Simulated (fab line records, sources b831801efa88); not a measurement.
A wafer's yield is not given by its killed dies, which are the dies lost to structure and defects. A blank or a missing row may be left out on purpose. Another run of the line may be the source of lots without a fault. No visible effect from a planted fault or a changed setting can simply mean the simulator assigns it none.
Chamber matching ; flow sky130 ; rie diel-04 running SKY_VIA2_ETCH_14: 4 sister chambers
The step etches BARC in N2/H2, stops on SiO2, time 45.9 s, target depth 60 nm. 14 wafers are shown with their chamber, then 7 later ones without.

WAFERS PAIRED WITH THEIR CHAMBERS
wafer;chamber;drypump motor current A (A);oes product au (a.u.);throttle valve pct (%)
L074.1;1;5.4;0.858;13.219
L074.3;3;6.1;0.848;13.221
L074.5;1;5.4;0.856;13.221
L080.3;1;5.4;0.859;13.219
L080.5;0;5.5;0.860;13.222
L080.6;1;5.4;0.854;13.217
L082.3;0;5.5;0.853;13.233
L082.4;1;5.4;0.861;13.219
L082.5;3;6.0;0.855;13.237
L089.1;0;5.5;0.853;13.223
L089.2;3;6.1;0.860;13.249
L089.3;1;5.4;0.856;13.228
L089.4;2;6.2;0.846;13.224
L089.5;1;5.4;0.862;13.212

SIGNATURES (means of the wafers above)
reading;chamber 0;chamber 1;chamber 2;chamber 3;scatter within a chamber
drypump motor current A;5.500;5.400;6.200;6.067;0.0258
oes product au;0.85533;0.85800;0.84600;0.85433;0.00394
throttle valve pct;13.22600;13.21929;13.22400;13.23567;0.00779
Rule: for each reading, subtract the chamber's mean from the wafer's reading, divide by that reading's scatter and square the result; add these up over the readings and take the root, which gives the wafer's distance from the chamber. If the next closest chamber is less than 2 further off than the closest, the wafer can't be placed; otherwise it belongs to the closest. The scatter: the root of (the sum of the squares of (reading less its chamber's mean) over the shown wafers, divided by (wafers less chambers)).

WAFERS WITH NO CHAMBER GIVEN
wafer;drypump motor current A (A);oes product au (a.u.);throttle valve pct (%)
L089.6;6.2;0.845;13.228
L096.1;6.0;0.857;13.212
L096.2;5.4;0.858;13.217
L096.3;6.2;0.855;13.227
L096.4;5.5;0.854;13.227
L096.5;6.0;0.856;13.227
L096.6;6.2;0.860;13.229

THE CHAMBER EACH PASSED THROUGH
wafer;from the rows above;in truth
L089.6;2;2
L096.1;3;3
L096.2;1;1
L096.3;2;2
L096.4;0;0
L096.5;3;3
L096.6;can't be placed: 2 or 3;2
Correctly placed: 6 of 7. Cannot be placed on the basis of these rows: 1; the candidates contain the true chamber in 1. 0 placed wrongly.
